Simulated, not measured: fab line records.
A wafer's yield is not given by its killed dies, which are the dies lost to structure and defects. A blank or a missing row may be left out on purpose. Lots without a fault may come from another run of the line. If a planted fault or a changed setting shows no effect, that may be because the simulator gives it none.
Lot-split experiment :: flow sky130 :: 5 lots, 23 wafers read, on a route of 708 steps

== SPLIT DETAILS ==
At SKY_LDD_N_COAT_02 (resist thk 300 nm), the setting resist thk nm was moved away from the recipe's 300 nm on 8 of the 23 wafers read, by -3.6% to +4.8%. This setting was run at the recipe's value on the other wafers.

The reading comes from the split's own step.

== THE READING ==
NOVOLAK_of_LDD_N_COAT_02.thk nm (the simulator's own value, which no gauge read), in nm, at SKY_LDD_N_COAT_02 (resist thk 300 nm). There is no usual value for it anywhere in the file. Across the 15 wafers here that went through the recipe, the average is 300.1 nm and the standard deviation 0.56 nm.

wafer: L076.1
tool, chamber at the split: litho track-04, 0
resist thk nm as run, nm: 300
against the recipe: recipe
NOVOLAK_of_LDD_N_COAT_02.thk nm, nm: 300.7
against lot-mates on the recipe: -

wafer: L076.2
tool, chamber at the split: litho track-04, 0
resist thk nm as run, nm: 300
against the recipe: recipe
NOVOLAK_of_LDD_N_COAT_02.thk nm, nm: 300.1
against lot-mates on the recipe: -

wafer: L076.3
tool, chamber at the split: litho track-04, 0
resist thk nm as run, nm: 300
against the recipe: recipe
NOVOLAK_of_LDD_N_COAT_02.thk nm, nm: 299.7
against lot-mates on the recipe: -

wafer: L076.5
tool, chamber at the split: litho track-04, 0
resist thk nm as run, nm: 300
against the recipe: recipe
NOVOLAK_of_LDD_N_COAT_02.thk nm, nm: 299.7
against lot-mates on the recipe: -

wafer: L076.6
tool, chamber at the split: litho track-04, 0
resist thk nm as run, nm: 300
against the recipe: recipe
NOVOLAK_of_LDD_N_COAT_02.thk nm, nm: 299.2
against lot-mates on the recipe: -

wafer: L080.1
tool, chamber at the split: litho track-04, 0
resist thk nm as run, nm: 300
against the recipe: recipe
NOVOLAK_of_LDD_N_COAT_02.thk nm, nm: 299
against lot-mates on the recipe: -

wafer: L080.3
tool, chamber at the split: litho track-04, 0
resist thk nm as run, nm: 289.1
against the recipe: -3.6%
NOVOLAK_of_LDD_N_COAT_02.thk nm, nm: 288.3
against lot-mates on the recipe: -11.3

wafer: L080.4
tool, chamber at the split: litho track-04, 0
resist thk nm as run, nm: 300
against the recipe: recipe
NOVOLAK_of_LDD_N_COAT_02.thk nm, nm: 299.7
against lot-mates on the recipe: -

wafer: L080.5
tool, chamber at the split: litho track-04, 0
resist thk nm as run, nm: 289.1
against the recipe: -3.6%
NOVOLAK_of_LDD_N_COAT_02.thk nm, nm: 288.2
against lot-mates on the recipe: -11.4

wafer: L080.6
tool, chamber at the split: litho track-04, 0
resist thk nm as run, nm: 300
against the recipe: recipe
NOVOLAK_of_LDD_N_COAT_02.thk nm, nm: 300
against lot-mates on the recipe: -

wafer: L082.1
tool, chamber at the split: litho track-02, 0
resist thk nm as run, nm: 308.1
against the recipe: +2.7%
NOVOLAK_of_LDD_N_COAT_02.thk nm, nm: 308.2
against lot-mates on the recipe: +7.6

wafer: L082.2
tool, chamber at the split: litho track-02, 0
resist thk nm as run, nm: 308.1
against the recipe: +2.7%
NOVOLAK_of_LDD_N_COAT_02.thk nm, nm: 307.9
against lot-mates on the recipe: +7.3

wafer: L082.3
tool, chamber at the split: litho track-02, 0
resist thk nm as run, nm: 300
against the recipe: recipe
NOVOLAK_of_LDD_N_COAT_02.thk nm, nm: 300.1
against lot-mates on the recipe: -

wafer: L082.5
tool, chamber at the split: litho track-02, 0
resist thk nm as run, nm: 308.1
against the recipe: +2.7%
NOVOLAK_of_LDD_N_COAT_02.thk nm, nm: 307.3
against lot-mates on the recipe: +6.8

wafer: L082.6
tool, chamber at the split: litho track-02, 0
resist thk nm as run, nm: 300
against the recipe: recipe
NOVOLAK_of_LDD_N_COAT_02.thk nm, nm: 301
against lot-mates on the recipe: -

wafer: L083.4
tool, chamber at the split: litho track-02, 0
resist thk nm as run, nm: 300
against the recipe: recipe
NOVOLAK_of_LDD_N_COAT_02.thk nm, nm: 300.3
against lot-mates on the recipe: -

wafer: L083.5
tool, chamber at the split: litho track-02, 0
resist thk nm as run, nm: 300
against the recipe: recipe
NOVOLAK_of_LDD_N_COAT_02.thk nm, nm: 300.4
against lot-mates on the recipe: -

wafer: L083.6
tool, chamber at the split: litho track-02, 0
resist thk nm as run, nm: 300
against the recipe: recipe
NOVOLAK_of_LDD_N_COAT_02.thk nm, nm: 300.1
against lot-mates on the recipe: -

wafer: L085.2
tool, chamber at the split: litho track-04, 0
resist thk nm as run, nm: 314.3
against the recipe: +4.8%
NOVOLAK_of_LDD_N_COAT_02.thk nm, nm: 314.1
against lot-mates on the recipe: +13.7

wafer: L085.3
tool, chamber at the split: litho track-04, 0
resist thk nm as run, nm: 314.3
against the recipe: +4.8%
NOVOLAK_of_LDD_N_COAT_02.thk nm, nm: 314.6
against lot-mates on the recipe: +14.2

wafer: L085.4
tool, chamber at the split: litho track-04, 0
resist thk nm as run, nm: 300
against the recipe: recipe
NOVOLAK_of_LDD_N_COAT_02.thk nm, nm: 301
against lot-mates on the recipe: -

wafer: L085.5
tool, chamber at the split: litho track-04, 0
resist thk nm as run, nm: 314.3
against the recipe: +4.8%
NOVOLAK_of_LDD_N_COAT_02.thk nm, nm: 314.5
against lot-mates on the recipe: +14.1

wafer: L085.6
tool, chamber at the split: litho track-04, 0
resist thk nm as run, nm: 300
against the recipe: recipe
NOVOLAK_of_LDD_N_COAT_02.thk nm, nm: 299.8
against lot-mates on the recipe: -

FIT RESULTS
A straight line over all 23 wafers: NOVOLAK_of_LDD_N_COAT_02.thk nm changes by +3.06 nm for each +1% of resist thk nm; r = +1.00; the points scatter about the line by 0.56 nm.
The same after taking each lot's own level away (the mean of its wafers on the recipe; 23 wafers): +2.95 nm for each +1%; r = +1.00; scatter 0.5 nm.
On that fit, the largest move of resist thk nm shifts the reading by 14 nm.
From 299.57 to 300.55 nm: that is the span of the lots' own levels, equal to 1.8 times the standard deviation above.
Hence the lot-to-lot level has little effect on the slope; both slopes agree.
Check: +14 nm against its lot-mates is what the line predicts for one of the wafers moved furthest among these (+4.8%) when that wafer is left out of the fit. It came out at +13.7 nm against them.

== THE OTHER SPLITS THESE WAFERS WENT THROUGH ==
Other splits were also applied to these wafers ahead of the reading. Each is held against what the fit with the lots' levels taken away leaves over:
other split on the same wafers: SKY_VT_ADJUST_NCORE_DEVELOP_06 develop time s
wafers away from the commonest value: 9
r with NOVOLAK_of_LDD_N_COAT_02.thk nm (lot level and that fit taken away): -0.23

other split on the same wafers: SKY_VT_ADJUST_HVTR_COAT_02 resist thk nm
wafers away from the commonest value: 8
r with NOVOLAK_of_LDD_N_COAT_02.thk nm (lot level and that fit taken away): +0.09

other split on the same wafers: SKY_VT_ADJUST_HVTR_STRIP_10 power w
wafers away from the commonest value: 4
r with NOVOLAK_of_LDD_N_COAT_02.thk nm (lot level and that fit taken away): -0.08

other split on the same wafers: SKY_VT_ADJUST_PCH_IMPLANT_08 energy kev
wafers away from the commonest value: 10
r with NOVOLAK_of_LDD_N_COAT_02.thk nm (lot level and that fit taken away): -0.06

other split on the same wafers: SKY_SONOS_TUNNEL_COAT_02 resist thk nm
wafers away from the commonest value: 11
r with NOVOLAK_of_LDD_N_COAT_02.thk nm (lot level and that fit taken away): +0.03

other split on the same wafers: SKY_SONOS_TUNNEL_IMPLANT_09 energy kev
wafers away from the commonest value: 6
r with NOVOLAK_of_LDD_N_COAT_02.thk nm (lot level and that fit taken away): -0.07

other split on the same wafers: SKY_SONOS_ONO_CVD_04 pressure mtorr
wafers away from the commonest value: 18
r with NOVOLAK_of_LDD_N_COAT_02.thk nm (lot level and that fit taken away): -0.15

other split on the same wafers: SKY_GATE_OXIDE_IMPLANT_11 dose cm2
wafers away from the commonest value: 8
r with NOVOLAK_of_LDD_N_COAT_02.thk nm (lot level and that fit taken away): -0.02

other split on the same wafers: SKY_POLY_GATE_IMPLANT_02 dose cm2
wafers away from the commonest value: 8
r with NOVOLAK_of_LDD_N_COAT_02.thk nm (lot level and that fit taken away): -0.26

== THE WHOLE CHAIN: every reading that the file lists as answering this split, in the file's order ==
step: SKY_LDD_N_COAT_02
what it does: resist thk 300 nm
reading: NOVOLAK_of_LDD_N_COAT_02.thk nm (the simulator's own value, which no gauge read)
change (the file's fit): +2.95 nm for each +1% of the setting
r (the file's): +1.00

step: SKY_LDD_N_STRIP_16
what it does: strips in O2/N2
reading: strip time to endpoint s
change (the file's fit): withheld for each +1% of the setting
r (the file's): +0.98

== THE FILE'S OWN FIT ==
NOVOLAK_of_LDD_N_COAT_02.thk nm changes by +2.95 nm for each +1% of resist thk nm, r = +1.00.
